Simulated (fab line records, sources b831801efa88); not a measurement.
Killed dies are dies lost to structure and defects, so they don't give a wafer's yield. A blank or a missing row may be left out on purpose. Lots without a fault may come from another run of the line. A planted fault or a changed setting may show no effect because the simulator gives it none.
fab line records | flow gf180mcu
record lots=5 wafers=15 last_day=33
route steps=602 shown LVPWELL@138 MVPSD@139 VT_IMPLANT@140 DUAL_GATE@141 POLY_GATE@157
lots that met no fault: from a run of the same line without faults
start_h: hours from the record's first day to the start of the lot's first wafer shown | wait_h: hours since the lot's step before | " the same as in the row above | L1.1+2: a row that stands for several wafers | - no value, or no start given | * or withheld: withheld | < > ~ a bound
route shown NAME@n: a module of which the file shows steps, and the number in the route of the first | usual: mean/standard deviation of fault-free wafers | same: alike in all rows | chamber/n: place in a boat | sites: the reading at each site | _std_site: their standard deviation | _edge_site: outer sites' mean less inner sites' | radius_mm: how far each site lies from the wafer's centre | mask NAME#n: copy n | behind: the tool/chamber that last shaped the wafer | hold: why the lot was held/for how many hours/how that ended | device: the transistor (n, p or np) that didn't switch | end of line: the same wafers' tests at the end of the route | a step without rows: its recipe alone | killed: dies lost to structure and defects at the first sort, not the wafer's yield | map: a wafer's dies, x killed, . not, _ none there
set.NAME: the setting as run; set.NAME@STEP: as run at that earlier step | model.NAME: the simulator's own value behind a step, which no gauge read
lots at some steps of the route; a table a step, a row a wafer
services: from which hour (start_h, from the record's first day; less than 0 if before it) a tool's chamber was out of use, for how many hours, and why
## steps
# step GF_VT_IMPLANT_RS_MEAS_48
# recipe thk_meas_gauge=four-point-probe
# usual LVPWELL_RS=1197.0/2.8
# columns lot.wafer tool chamber start_h wait_h LVPWELL_RS[ohm/sq]
L075.1 film_metro-02 - 158.30 0.1 1195.8
L075.4 " - " " 1192.4
L075.5 " - " " 1193.8
L077.1 film_metro-01 - 174.64 0.1 1197.3
L077.5 " - " " 1198.1
L077.6 " - " " 1196.3
L085.1 film_metro-02 - 227.05 0.1 1193.8
L085.2 " - " " 1200.5
L085.5 " - " " 1195.4
L087.1 film_metro-02 - 239.50 0.1 1192.3
L087.2 " - " " 1192.5
L087.5 " - " " 1192.7
L089.1 film_metro-01 - 269.80 0.1 1196.1
L089.2 " - " " 1194.4
L089.6 " - " " 1194.8
# step GF_VT_IMPLANT_RS_MEAS_49
# recipe thk_meas_gauge=four-point-probe
# usual MVPSD_RS=1170.0/2.6
# columns lot.wafer tool chamber start_h wait_h MVPSD_RS[ohm/sq]
L075.1 film_metro-02 - 158.42 0.1 1167.2
L075.4 " - " " 1169.3
L075.5 " - " " 1166.1
L077.1 film_metro-01 - 174.76 0.1 1169.0
L077.5 " - " " 1168.5
L077.6 " - " " 1173.6
L085.1 film_metro-02 - 227.17 0.1 1168.1
L085.2 " - " " 1170.7
L085.5 " - " " 1170.6
L087.1 film_metro-02 - 239.62 0.1 1169.1
L087.2 " - " " 1168.8
L087.5 " - " " 1171.0
L089.1 film_metro-01 - 269.92 0.1 1171.6
L089.2 " - " " 1173.2
L089.6 " - " " 1172.8
# step GF_VT_IMPLANT_WET_ETCH_50
# recipe chemistry=dHF target_depth_nm=20 target=SiO2 temp_c=25 dilution=100:1 time_s=400
# usual temp_c=24.99/0.11
# columns lot.wafer tool chamber start_h wait_h temp_c
L075.1 wet_bench-01 3 158.54 0.1 25.00
L075.4 " 3 " " 25.00
L075.5 " 3 " " 24.98
L077.1 wet_bench-01 1 174.88 0.1 24.87
L077.5 " 1 " " 24.94
L077.6 " 1 " " 24.94
L085.1 wet_bench-04 1 227.29 0.1 24.87
L085.2 " 1 " " 24.84
L085.5 " 1 " " 24.69
L087.1 wet_bench-04 2 239.74 0.1 25.18
L087.2 " 2 " " 25.10
L087.5 " 2 " " 24.86
L089.1 wet_bench-04 2 270.04 0.1 25.15
L089.2 " 2 " " 25.05
L089.6 " 2 " " 25.28
# step GF_DUAL_GATE_CLEAN_00
# recipe chemistry=SC1/SC2 mix=1:4:20 temp_c=70 time_s=150
# usual temp_c=69.98/0.11
# columns lot.wafer tool chamber start_h wait_h temp_c
L075.1 wet_bench-02 1 158.67 0.0 70.09
L075.4 " 1 " " 69.85
L075.5 " 1 " " 69.91
L077.1 wet_bench-04 3 175.01 0.0 69.92
L077.5 " 3 " " 70.08
L077.6 " 3 " " 70.13
L085.1 wet_bench-01 3 227.41 0.0 69.92
L085.2 " 3 " " 69.91
L085.5 " 3 " " 69.82
L087.1 wet_bench-02 1 239.87 0.0 70.11
L087.2 " 1 " " 70.02
L087.5 " 1 " " 70.06
L089.1 wet_bench-01 0 270.15 0.0 70.08
L089.2 " 0 " " 69.74
L089.6 " 0 " " 70.07
# step GF_DUAL_GATE_CLEAN_01
# recipe chemistry=dHF time_s=20 dilution=100:1 dry=ipa_marangoni
# columns lot.wafer tool chamber start_h wait_h
L075.1+4+5 wet_bench-01 2 158.72 0.0
L077.1+5+6 wet_bench-01 2 175.06 0.0
L085.1+2+5 wet_bench-02 1 227.46 0.0
L087.1+2+5 wet_bench-01 1 239.92 0.0
L089.1+2+6 wet_bench-02 0 270.20 0.0
# step GF_DUAL_GATE_OXIDATION_02
# recipe temp_c=900 ambient=O2 stabilise_s=600 purge_s=300 target_thk_a=108.87 ox_time_s=1602
# usual ox_temp_c=900.0/0.36 ox_temp_c_max=904.8/1 spike_tc_centre_C=900.3/1.1 spike_tc_top_C=910.3/1.8 spike_tc_upper_C=900.6/0.97
# columns lot.wafer tool chamber start_h wait_h ox_temp_c ox_temp_c_max spike_tc_centre_C spike_tc_top_C spike_tc_upper_C
L075.1 furnace-02 0 158.81 0.1 899.9 903.3 898.5 908.8 899.5
L075.4 " 0 " " 900.5 904.2 900.2 908.1 898.3
L075.5 " 0 " " 899.7 904.1 898.0 907.3 900.1
L077.1 furnace-01 0 175.08 0.0 899.3 904.6 899.7 913.8 901.5
L077.5 " 0 " " 899.7 905.0 899.0 911.4 901.5
L077.6 " 0 " " 899.5 905.3 901.1 910.5 900.2
L085.1 furnace-01 0 228.11 0.6 900.8 905.4 901.4 910.4 901.3
L085.2 " 0 " " 900.0 904.4 899.3 911.2 902.5
L085.5 " 0 " " 899.6 905.4 901.6 911.3 900.9
L087.1 furnace-01 0 239.93 0.0 899.5 906.0 900.6 910.8 900.7
L087.2 " 0 " " 899.4 903.1 899.4 910.3 901.6
L087.5 " 0 " " 899.5 903.7 899.7 911.9 898.6
L089.1 furnace-01 0 271.46 1.2 899.8 905.9 900.1 911.8 898.9
L089.2 " 0 " " 899.9 905.0 900.4 910.9 901.0
L089.6 " 0 " " 900.7 908.0 900.7 910.9 901.0
# step GF_DUAL_GATE_THK_MEAS_03
# recipe reads=SiO2_of_DUAL_GATE_OXIDATION_02
# usual DUAL_GATE_OXIDATION_00_THK=11.00/0.23
# columns lot.wafer tool chamber start_h wait_h DUAL_GATE_OXIDATION_00_THK[nm]
L075.1 film_metro-03 - 160.25 0.0 10.54
L075.4 " - " " 10.70
L075.5 " - " " 10.70
L077.1 film_metro-03 - 176.52 0.0 11.30
L077.5 " - " " 11.41
L077.6 " - " " 11.23
L085.1 film_metro-01 - 229.56 0.0 11.17
L085.2 " - " " 11.04
L085.5 " - " " 11.11
L087.1 film_metro-01 - 241.38 0.0 10.78
L087.2 " - " " 10.81
L087.5 " - " " 10.84
L089.1 film_metro-03 - 272.90 0.0 11.15
L089.2 " - " " 11.07
L089.6 " - " " 11.01
# step GF_DUAL_GATE_DEHYDRATE_04
# recipe temp_c=200 time_s=60
# usual chill_plate_temp_C=23.00/0.11 resist_line_temp_C=22.98/0.091
# columns lot.wafer tool chamber start_h wait_h chill_plate_temp_C resist_line_temp_C
L075.1 litho_track-02 0 168.46 8.2 23.13 23.12
L075.4 " 0 " " 22.98 23.14
L075.5 " 0 " " 23.03 22.98
L077.1 litho_track-01 0 185.01 8.5 22.96 23.03
L077.5 " 0 " " 23.09 23.05
L077.6 " 0 " " 23.06 22.95
L085.1 litho_track-02 0 237.86 8.3 23.07 22.97
L085.2 " 0 " " 23.11 23.10
L085.5 " 0 " " 23.02 22.92
L087.1 litho_track-02 0 250.06 8.7 22.95 22.93
L087.2 " 0 " " 23.00 23.09
L087.5 " 0 " " 22.95 23.13
L089.1 litho_track-01 0 281.76 8.8 23.19 23.05
L089.2 " 0 " " 23.04 23.00
L089.6 " 0 " " 23.06 23.07
# step GF_DUAL_GATE_HMDS_05
# recipe prime_time_s=60 prime_temp_c=120
# usual chill_plate_temp_C=23.00/0.1 resist_line_temp_C=22.98/0.11
# columns lot.wafer tool chamber start_h wait_h chill_plate_temp_C resist_line_temp_C
L075.1 litho_track-02 0 168.61 0.1 22.87 23.03
L075.4 " 0 " " 22.98 23.07
L075.5 " 0 " " 23.01 23.01
L077.1 litho_track-01 0 185.16 0.1 22.99 23.02
L077.5 " 0 " " 23.04 23.24
L077.6 " 0 " " 22.99 23.01
L085.1 litho_track-02 0 238.01 0.1 23.08 22.95
L085.2 " 0 " " 23.10 22.98
L085.5 " 0 " " 23.02 23.02
L087.1 litho_track-02 0 250.21 0.1 23.05 23.03
L087.2 " 0 " " 23.00 23.12
L087.5 " 0 " " 23.15 23.12
L089.1 litho_track-01 0 281.91 0.1 22.99 22.79
L089.2 " 0 " " 23.00 23.06
L089.6 " 0 " " 22.82 22.85
# step GF_DUAL_GATE_COAT_06
# recipe resist=NOVOLAK spin_rpm=3000 resist_thk_nm=1000
# usual chill_plate_temp_C=22.99/0.09 resist_line_temp_C=22.97/0.11
# columns lot.wafer tool chamber start_h wait_h chill_plate_temp_C resist_line_temp_C
L075.1 litho_track-02 0 168.76 0.1 23.03 22.98
L075.4 " 0 " " 22.86 23.10
L075.5 " 0 " " 22.89 23.08
L077.1 litho_track-01 0 185.31 0.1 23.01 23.11
L077.5 " 0 " " 23.09 22.95
L077.6 " 0 " " 23.08 22.97
L085.1 litho_track-02 0 238.16 0.1 22.97 23.19
L085.2 " 0 " " 22.99 23.03
L085.5 " 0 " " 22.88 22.92
L087.1 litho_track-02 0 250.36 0.1 22.81 22.83
L087.2 " 0 " " 22.87 22.84
L087.5 " 0 " " 22.97 22.87
L089.1 litho_track-01 0 282.06 0.1 23.02 23.15
L089.2 " 0 " " 23.01 22.94
L089.6 " 0 " " 23.16 23.18
# step GF_DUAL_GATE_SOFTBAKE_07
# recipe temp_c=90 time_s=62.9 resist=NOVOLAK
# usual chill_plate_temp_C=23.02/0.11 plate_sensor_t_centre_C=90.757/0.01 plate_sensor_t_edge_C=90.829/0.01 resist_line_temp_C=22.99/0.096
# columns lot.wafer tool chamber start_h wait_h chill_plate_temp_C plate_sensor_t_centre_C plate_sensor_t_edge_C resist_line_temp_C
L075.1 litho_track-02 0 168.91 0.1 23.22 90.766 90.838 22.78
L075.4 " 0 " " 23.09 90.750 90.819 22.93
L075.5 " 0 " " 22.99 90.771 90.842 23.05
L077.1 litho_track-01 0 185.46 0.1 23.07 90.757 90.838 23.03
L077.5 " 0 " " 23.01 90.761 90.833 22.81
L077.6 " 0 " " 23.20 90.730 90.832 22.98
L085.1 litho_track-02 0 238.31 0.1 22.93 90.751 90.817 22.99
L085.2 " 0 " " 23.17 90.747 90.838 22.87
L085.5 " 0 " " 23.02 90.740 90.836 22.92
L087.1 litho_track-02 0 250.51 0.1 22.96 90.762 90.837 23.01
L087.2 " 0 " " 23.03 90.767 90.834 22.98
L087.5 " 0 " " 22.96 90.773 90.831 22.98
L089.1 litho_track-01 0 282.21 0.1 23.25 90.770 90.829 23.22
L089.2 " 0 " " 23.13 90.740 90.838 22.99
L089.6 " 0 " " 23.12 90.760 90.815 23.00
# step GF_DUAL_GATE_EXPOSE_08
# recipe mask_id=Dualgate target_cd_nm=700 na=0.6 source_shape=conventional sigma_outer=0.6 dose_mj=140
# same sigma_outer=0.6
# columns lot.wafer tool chamber start_h wait_h mask
L075.1+4+5 iline_stepper-02 0 - - Dualgate#0
L077.1+5+6 iline_stepper-02 0 - - Dualgate#0
L085.1+2+5 iline_stepper-02 0 - - Dualgate#0
L087.1+2+5 iline_stepper-02 0 - - Dualgate#0
L089.1+2+6 iline_stepper-02 0 - - Dualgate#0
# step GF_DUAL_GATE_PEB_09
# recipe temp_c=withheld time_s=* resist=NOVOLAK
# usual chill_plate_temp_C=* resist_line_temp_C=*
# columns lot.wafer tool chamber start_h wait_h chill_plate_temp_C resist_line_temp_C
L075.1 litho_track-02 0 - - * *
L075.4 " 0 " " * *
L075.5 " 0 " " * *
L077.1 litho_track-01 0 - - * *
L077.5 " 0 " " * *
L077.6 " 0 " " * *
L085.1 litho_track-01 0 - - * *
L085.2 " 0 " " * *
L085.5 " 0 " " * *
L087.1 litho_track-02 0 - - * *
L087.2 " 0 " " * *
L087.5 " 0 " " * *
L089.1 litho_track-02 0 - - * *
L089.2 " 0 " " * *
L089.6 " 0 " " * *
# step GF_DUAL_GATE_DEVELOP_10
# recipe develop_time_s=60 dev_temp_c=23
# usual chill_plate_temp_C=23.01/0.11 resist_line_temp_C=22.99/0.11
# columns lot.wafer tool chamber start_h wait_h chill_plate_temp_C resist_line_temp_C
L075.1 litho_track-02 0 176.91 0.1 22.99 22.99
L075.4 " 0 " " 22.93 22.88
L075.5 " 0 " " 23.14 22.78
L077.1 litho_track-01 0 193.86 0.1 23.00 22.99
L077.5 " 0 " " 22.99 23.11
L077.6 " 0 " " 22.99 23.02
L085.1 litho_track-01 0 247.86 0.1 22.96 23.07
L085.2 " 0 " " 23.18 22.82
L085.5 " 0 " " 23.03 23.05
L087.1 litho_track-02 0 259.41 0.1 23.10 22.82
L087.2 " 0 " " 23.20 22.86
L087.5 " 0 " " 23.18 22.77
L089.1 litho_track-02 0 292.41 0.1 22.88 23.16
L089.2 " 0 " " 22.92 22.95
L089.6 " 0 " " 22.90 23.02
# step GF_DUAL_GATE_OVL_MEAS_11
# usual DUAL_GATE_OVL=-0.3/1.5
# columns lot.wafer tool chamber start_h wait_h DUAL_GATE_OVL[nm]
L075.1 overlay-02 - 177.06 0.1 -1.3
L075.4 " - " " -0.9
L075.5 " - " " -1.2
L077.1 overlay-02 - 194.01 0.1 0.9
L077.5 " - " " 1.6
L077.6 " - " " -0.4
L085.1 overlay-01 - 248.01 0.1 -1.6
L085.2 " - " " 0.1
L085.5 " - " " -0.1
L087.1 overlay-02 - 259.56 0.1 -0.8
L087.2 " - " " -1.2
L087.5 " - " " -0.6
L089.1 overlay-01 - 292.56 0.1 -1.8
L089.2 " - " " -3.3
L089.6 " - " " -2.4
# step GF_DUAL_GATE_WET_ETCH_12
# recipe chemistry=dHF target_depth_nm=13 dry=n2_spin target=SiO2 temp_c=25 dilution=100:1 time_s=260
# usual temp_c=25.01/0.11
# columns lot.wafer tool chamber start_h wait_h temp_c
L075.1 wet_bench-04 0 177.10 0.0 24.83
L075.4 " 0 " " 24.88
L075.5 " 0 " " 24.87
L077.1 wet_bench-01 0 194.04 0.0 24.96
L077.5 " 0 " " 24.86
L077.6 " 0 " " 25.03
L085.1 wet_bench-01 0 248.04 0.0 24.82
L085.2 " 0 " " 25.04
L085.5 " 0 " " 24.87
L087.1 wet_bench-04 1 259.60 0.0 24.85
L087.2 " 1 " " 24.94
L087.5 " 1 " " 24.98
L089.1 wet_bench-02 3 292.60 0.0 25.08
L089.2 " 3 " " 24.99
L089.6 " 3 " " 24.93
# step GF_DUAL_GATE_STRIP_13
# recipe chemistry=O2/N2 power_w=1447 pressure_mtorr=1500 platen_temp_c=250 o2_flow_sccm=3000 n2_flow_sccm=300 overash_fraction=0.5
# usual drypump_motor_current_A=5.5/0.48 heater_power_w=342/31 oes_product_au=0.728/0.0045 strip_time_to_endpoint_s=12.28/0.036
# columns lot.wafer tool chamber start_h wait_h drypump_motor_current_A heater_power_w oes_product_au rf_hours_counter_h strip_time_to_endpoint_s
L075.1 plasma_asher-04 0 177.18 0.0 5.7 323 0.731 49 12.24
L075.4 " 1 " " 6.5 335 0.727 - 12.28
L075.5 " 1 " " 6.4 345 0.731 - 12.26
L077.1 plasma_asher-04 0 194.12 0.0 5.7 319 0.720 51 12.26
L077.5 " 0 " " 5.7 322 0.723 - 12.30
L077.6 " 1 " " 6.4 338 0.722 - 12.25
L085.1 plasma_asher-01 0 248.12 0.0 5.1 353 0.730 46 12.29
L085.2 " 1 " " 5.0 364 0.734 46 12.28
L085.5 " 1 " " 5.0 372 0.733 - 12.28
L087.1 plasma_asher-02 1 259.68 0.0 5.8 347 0.732 16 12.30
L087.2 " 0 " " 5.5 271 0.725 16 12.27
L087.5 " 0 " " 5.5 274 0.728 - 12.30
L089.1 plasma_asher-01 0 292.68 0.0 5.1 357 0.732 49 12.29
L089.2 " 1 " " 5.0 376 0.727 49 12.26
L089.6 " 1 " " 5.0 378 0.735 - 12.26
# step GF_DUAL_GATE_CLEAN_14
# recipe chemistry=SC1/SC2 mix=1:4:20 temp_c=70 time_s=150 dry=n2_spin
# usual temp_c=70.02/0.11
# columns lot.wafer tool chamber start_h wait_h temp_c
L075.1 wet_bench-02 3 177.28 0.1 70.04
L075.4 " 3 " " 69.95
L075.5 " 3 " " 69.94
L077.1 wet_bench-04 3 194.22 0.1 70.16
L077.5 " 3 " " 70.13
L077.6 " 3 " " 70.20
L085.1 wet_bench-02 2 248.22 0.1 70.03
L085.2 " 2 " " 69.93
L085.5 " 2 " " 70.03
L087.1 wet_bench-02 2 259.78 0.1 70.05
L087.2 " 2 " " 69.99
L087.5 " 2 " " 70.00
L089.1 wet_bench-01 2 292.78 0.1 70.19
L089.2 " 2 " " 70.19
L089.6 " 2 " " 70.22
# step GF_DUAL_GATE_OXIDATION_15
# recipe temp_c=850 ambient=O2 stabilise_s=600 purge_s=300 target_thk_a=70.98 ox_time_s=1995
# usual ox_temp_c=849.9/0.37 ox_temp_c_max=854.2/0.94 spike_tc_centre_C=850.2/1.1 spike_tc_top_C=860.9/1.9 spike_tc_upper_C=850.6/1.2
# columns lot.wafer tool chamber start_h wait_h ox_temp_c ox_temp_c_max spike_tc_centre_C spike_tc_top_C spike_tc_upper_C
L075.1 furnace-02 0 177.48 0.2 849.5 853.2 848.6 860.7 850.3
L075.4 " 0 " " 849.6 852.5 849.2 859.5 851.9
L075.5 " 0 " " 850.1 854.8 849.5 861.2 850.9
L077.1 furnace-01 0 195.06 0.8 849.3 854.1 851.9 861.9 848.3
L077.5 " 0 " " 850.0 855.4 852.2 864.1 850.8
L077.6 " 0 " " 849.4 853.8 849.1 861.9 851.4
L085.1 furnace-01 0 248.28 0.0 849.6 854.3 850.4 861.1 852.2
L085.2 " 0 " " 849.4 854.1 849.5 864.3 851.7
L085.5 " 0 " " 849.5 854.3 850.5 863.1 850.3
L087.1 furnace-01 0 260.52 0.7 850.4 854.9 850.6 863.5 848.7
L087.2 " 0 " " 850.2 854.9 851.4 863.4 850.9
L087.5 " 0 " " 850.0 854.9 849.8 862.1 853.0
L089.1 furnace-02 0 294.07 1.2 849.6 853.5 849.9 858.6 848.1
L089.2 " 0 " " 849.9 853.7 851.0 860.3 849.5
L089.6 " 0 " " 851.2 854.8 850.8 858.8 851.2
# step GF_POLY_GATE_CVD_00
# recipe material=poly-Si target_thk_nm=200 temp_c=620 time_s=1200 pressure_mtorr=200
# usual spike_tc_centre_C=619.8/1.2 spike_tc_top_C=641.8/1.8 spike_tc_upper_C=618.9/1.2
# columns lot.wafer tool chamber start_h wait_h spike_tc_centre_C spike_tc_top_C spike_tc_upper_C
L075.1 lpcvd-01 0 179.53 0.5 618.5 639.0 621.4
L075.4 " 0 " " 621.5 640.3 619.9
L075.5 " 0 " " 619.7 638.1 620.2
L077.1 lpcvd-02 0 197.29 0.7 618.1 642.0 617.6
L077.5 " 0 " " 619.5 643.0 617.8
L077.6 " 0 " " 618.7 641.8 617.8
L085.1 lpcvd-02 1 251.20 1.4 620.2 644.9 619.1
L085.2 " 1 " " 619.7 644.6 619.0
L085.5 " 1 " " 618.3 643.7 618.8
L087.1 lpcvd-02 0 262.46 0.4 620.3 642.0 618.6
L087.2 " 0 " " 620.0 642.8 618.0
L087.5 " 0 " " 619.2 641.6 617.6
L089.1 lpcvd-01 1 295.63 0.0 619.8 642.0 620.2
L089.2 " 1 " " 620.1 642.0 619.5
L089.6 " 1 " " 616.5 644.2 619.7
# step GF_POLY_GATE_THK_MEAS_01
# recipe reads=poly-Si_of_POLY_GATE_CVD_00
# usual POLY_GATE_CVD_00_THK=200.0/1.8
# columns lot.wafer tool chamber start_h wait_h POLY_GATE_CVD_00_THK[nm]
L075.1 film_metro-04 - 180.86 0.0 198.2
L075.4 " - " " 198.3
L075.5 " - " " 197.9
L077.1 film_metro-04 - 198.62 0.0 202.6
L077.5 " - " " 202.1
L077.6 " - " " 201.0
L085.1 film_metro-03 - 252.54 0.0 198.3
L085.2 " - " " 198.5
L085.5 " - " " 197.8
L087.1 film_metro-02 - 263.80 0.0 201.1
L087.2 " - " " 198.5
L087.5 " - " " 199.3
L089.1 film_metro-02 - 296.96 0.0 196.8
L089.2 " - " " 196.2
L089.6 " - " " 196.7
# step GF_POLY_GATE_DEHYDRATE_02
# recipe temp_c=200 time_s=60
# usual chill_plate_temp_C=23.01/0.12 resist_line_temp_C=22.99/0.095
# columns lot.wafer tool chamber start_h wait_h chill_plate_temp_C resist_line_temp_C
L075.1 litho_track-04 0 189.25 8.4 22.87 22.95
L075.4 " 0 " " 22.90 23.09
L075.5 " 0 " " 22.81 23.09
L077.1 litho_track-03 0 206.60 8.0 22.95 23.30
L077.5 " 0 " " 23.05 22.99
L077.6 " 0 " " 22.98 23.09
L085.1 litho_track-01 0 261.41 8.9 23.08 22.88
L085.2 " 0 " " 23.13 22.88
L085.5 " 0 " " 23.13 23.05
L087.1 litho_track-03 0 272.75 8.9 23.01 23.07
L087.2 " 0 " " 23.05 22.85
L087.5 " 0 " " 22.96 23.00
L089.1 litho_track-01 0 306.41 9.4 22.98 22.90
L089.2 " 0 " " 23.08 23.04
L089.6 " 0 " " 22.88 23.05
# step GF_POLY_GATE_HMDS_03
# recipe prime_time_s=60 prime_temp_c=120
# usual chill_plate_temp_C=23.01/0.11 resist_line_temp_C=23.01/0.1
# columns lot.wafer tool chamber start_h wait_h chill_plate_temp_C resist_line_temp_C
L075.1 litho_track-04 0 189.40 0.1 23.07 22.96
L075.4 " 0 " " 22.86 23.11
L075.5 " 0 " " 23.01 23.00
L077.1 litho_track-03 0 206.75 0.1 23.08 23.11
L077.5 " 0 " " 22.96 23.05
L077.6 " 0 " " 23.01 23.09
L085.1 litho_track-01 0 261.56 0.1 22.90 23.18
L085.2 " 0 " " 22.98 23.07
L085.5 " 0 " " 22.93 23.12
L087.1 litho_track-03 0 272.90 0.1 22.91 23.14
L087.2 " 0 " " 22.91 23.04
L087.5 " 0 " " 22.99 23.08
L089.1 litho_track-01 0 306.56 0.1 23.01 22.86
L089.2 " 0 " " 22.95 22.97
L089.6 " 0 " " 22.93 23.21
# step GF_POLY_GATE_COAT_04
# recipe resist=BARC temp_c=withheld time_s=withheld spin_rpm=withheld resist_thk_nm=withheld
# usual chill_plate_temp_C=* resist_line_temp_C=*
# columns lot.wafer tool chamber start_h wait_h chill_plate_temp_C resist_line_temp_C
L075.1 litho_track-04 0 189.55 0.1 * *
L075.4 " 0 " " * *
L075.5 " 0 " " * *
L077.1 litho_track-03 0 206.90 0.1 * *
L077.5 " 0 " " * *
L077.6 " 0 " " * *
L085.1 litho_track-01 0 261.71 0.1 * *
L085.2 " 0 " " * *
L085.5 " 0 " " * *
L087.1 litho_track-03 0 273.05 0.1 * *
L087.2 " 0 " " * *
L087.5 " 0 " " * *
L089.1 litho_track-01 0 306.71 0.1 * *
L089.2 " 0 " " * *
L089.6 " 0 " " * *
# step GF_POLY_GATE_COAT_05
# recipe resist=KrF spin_rpm=withheld resist_thk_nm=700
# usual chill_plate_temp_C=23.00/0.12 resist_line_temp_C=22.98/0.11
# columns lot.wafer tool chamber start_h wait_h chill_plate_temp_C resist_line_temp_C
L075.1 litho_track-04 0 - - 23.04 22.89
L075.4 " 0 " " 23.01 23.05
L075.5 " 0 " " 23.05 23.16
L077.1 litho_track-03 0 - - 22.87 22.95
L077.5 " 0 " " 23.10 22.96
L077.6 " 0 " " 23.00 22.83
L085.1 litho_track-01 0 - - 22.98 23.06
L085.2 " 0 " " 23.00 22.94
L085.5 " 0 " " 22.92 23.14
L087.1 litho_track-03 0 - - 23.06 22.87
L087.2 " 0 " " 23.05 22.80
L087.5 " 0 " " 22.97 22.86
L089.1 litho_track-01 0 - - 23.08 22.98
L089.2 " 0 " " 22.95 22.78
L089.6 " 0 " " 22.98 22.74
# step GF_POLY_GATE_SOFTBAKE_06
# recipe temp_c=130 time_s=60 resist=KrF
# usual chill_plate_temp_C=22.98/0.12 resist_line_temp_C=23.00/0.11
# columns lot.wafer tool chamber start_h wait_h chill_plate_temp_C resist_line_temp_C
L075.1 litho_track-04 0 - - 23.10 22.90
L075.4 " 0 " " 22.97 23.13
L075.5 " 0 " " 23.24 22.88
L077.1 litho_track-03 0 - - 23.13 23.13
L077.5 " 0 " " 23.04 23.16
L077.6 " 0 " " 22.94 23.11
L085.1 litho_track-01 0 - - 22.90 23.13
L085.2 " 0 " " 23.07 22.92
L085.5 " 0 " " 22.87 23.19
L087.1 litho_track-03 0 - - 23.02 23.00
L087.2 " 0 " " 23.10 23.00
L087.5 " 0 " " 23.03 23.07
L089.1 litho_track-01 0 - - 22.93 23.01
L089.2 " 0 " " 23.01 23.23
L089.6 " 0 " " 22.97 23.12
# step GF_POLY_GATE_EXPOSE_07
# recipe mask_id=Poly2 target_cd_nm=280 na=0.68 source_shape=conventional sigma_outer=0.6 dose_mj=28
# same sigma_outer=0.6
# columns lot.wafer tool chamber start_h wait_h mask
L075.1+4+5 krf_scanner-02 0 - - Poly2#0
L077.1+5+6 krf_scanner-02 0 - - Poly2#0
L085.1+2+5 krf_scanner-02 0 - - Poly2#0
L087.1+2+5 krf_scanner-01 0 - - Poly2#0
L089.1+2+6 krf_scanner-02 0 - - Poly2#0
# step GF_POLY_GATE_PEB_08
# recipe peb_temp_c=135 peb_time_s=90 resist=KrF
# usual chill_plate_temp_C=22.99/0.11 resist_line_temp_C=23.01/0.1
# columns lot.wafer tool chamber start_h wait_h chill_plate_temp_C resist_line_temp_C
L075.1 litho_track-03 0 - - 23.02 22.93
L075.4 " 0 " " 23.00 22.76
L075.5 " 0 " " 22.95 23.06
L077.1 litho_track-04 0 - - 23.05 23.16
L077.5 " 0 " " 22.91 23.11
L077.6 " 0 " " 23.02 22.93
L085.1 litho_track-03 0 - - 22.97 23.15
L085.2 " 0 " " 23.00 22.99
L085.5 " 0 " " 22.77 23.07
L087.1 litho_track-01 0 - - 22.99 23.04
L087.2 " 0 " " 22.96 22.97
L087.5 " 0 " " 22.82 22.96
L089.1 litho_track-04 0 - - 22.94 22.93
L089.2 " 0 " " 23.02 23.05
L089.6 " 0 " " 22.88 23.20
# step GF_POLY_GATE_DEVELOP_09
# recipe develop_time_s=60 resist=KrF dev_temp_c=21
# usual chill_plate_temp_C=22.99/0.11 resist_line_temp_C=22.98/0.099
# columns lot.wafer tool chamber start_h wait_h chill_plate_temp_C resist_line_temp_C
L075.1 litho_track-03 0 197.95 0.2 23.03 22.90
L075.4 " 0 " " 23.07 23.05
L075.5 " 0 " " 23.09 23.13
L077.1 litho_track-04 0 215.70 0.2 22.99 23.07
L077.5 " 0 " " 22.96 23.13
L077.6 " 0 " " 23.02 23.03
L085.1 litho_track-03 0 271.20 0.2 22.94 23.07
L085.2 " 0 " " 22.93 23.19
L085.5 " 0 " " 22.82 23.04
L087.1 litho_track-01 0 282.91 0.2 23.15 22.97
L087.2 " 0 " " 22.99 23.05
L087.5 " 0 " " 23.02 23.04
L089.1 litho_track-04 0 317.60 0.2 23.14 22.77
L089.2 " 0 " " 23.01 22.98
L089.6 " 0 " " 23.18 22.94
# step GF_POLY_GATE_CD_MEAS_10
# recipe target_cd_nm=280
# usual cd_nm=280.5/1.3
# columns lot.wafer tool chamber start_h wait_h cd_nm
L075.1 cd_sem-02 - 198.10 0.1 279.2
L075.4 " - " " 280.9
L075.5 " - " " 280.1
L077.1 cd_sem-01 - 215.85 0.1 279.8
L077.5 " - " " 279.7
L077.6 " - " " 279.6
L085.1 cd_sem-01 - 271.35 0.1 281.5
L085.2 " - " " 279.7
L085.5 " - " " 280.7
L087.1 cd_sem-01 - 283.06 0.1 278.6
L087.2 " - " " 277.8
L087.5 " - " " 278.4
L089.1 cd_sem-01 - 317.75 0.1 281.8
L089.2 " - " " 280.7
L089.6 " - " " 281.3
# step GF_POLY_GATE_OVL_MEAS_11
# usual POLY_GATE_OVL=1/3.9
# columns lot.wafer tool chamber start_h wait_h POLY_GATE_OVL[nm]
L075.1 overlay-02 - 198.22 0.1 0
L075.4 " - " " -2
L075.5 " - " " -4
L077.1 overlay-01 - 215.97 0.1 0
L077.5 " - " " 0
L077.6 " - " " 2
L085.1 overlay-02 - 271.47 0.1 2
L085.2 " - " " 3
L085.5 " - " " -2
L087.1 overlay-02 - 283.18 0.1 0
L087.2 " - " " 6
L087.5 " - " " 1
L089.1 overlay-01 - 317.87 0.1 3
L089.2 " - " " 0
L089.6 " - " " 1
## services
# columns tool chamber start_h hours kind
krf_scanner-02 - 136.84 1.3 pm
furnace-01 - 138.63 7.6 repair
krf_scanner-01 - 164.18 0.4 repair
wet_bench-02 - 172.73 2.4 repair
plasma_asher-01 - 176.88 2.8 pm
krf_scanner-02 - 177.69 5.4 repair
furnace-02 - 184.41 3.9 pm
krf_scanner-01 - 192.51 0.8 pm
plasma_asher-04 - 196.94 2.8 repair
furnace-02 - 197.20 2.6 pm
plasma_asher-01 - 199.27 4.0 pm
plasma_asher-04 - 222.50 4.2 repair
furnace-01 - 232.35 2.7 pm
krf_scanner-02 - 239.79 1.0 pm
krf_scanner-02 - 246.23 0.8 pm
furnace-02 - 248.42 10.1 pm
plasma_asher-01 - 260.82 13.4 repair
furnace-01 - 266.74 3.3 pm
krf_scanner-01 - 275.02 1.0 pm
lpcvd-02 - 280.31 6.1 pm
plasma_asher-02 - 287.11 15.6 pm
furnace-01 - 290.56 4.7 pm
krf_scanner-01 - 292.67 1.3 pm
krf_scanner-02 - 312.74 1.3 pm
## key
fault none
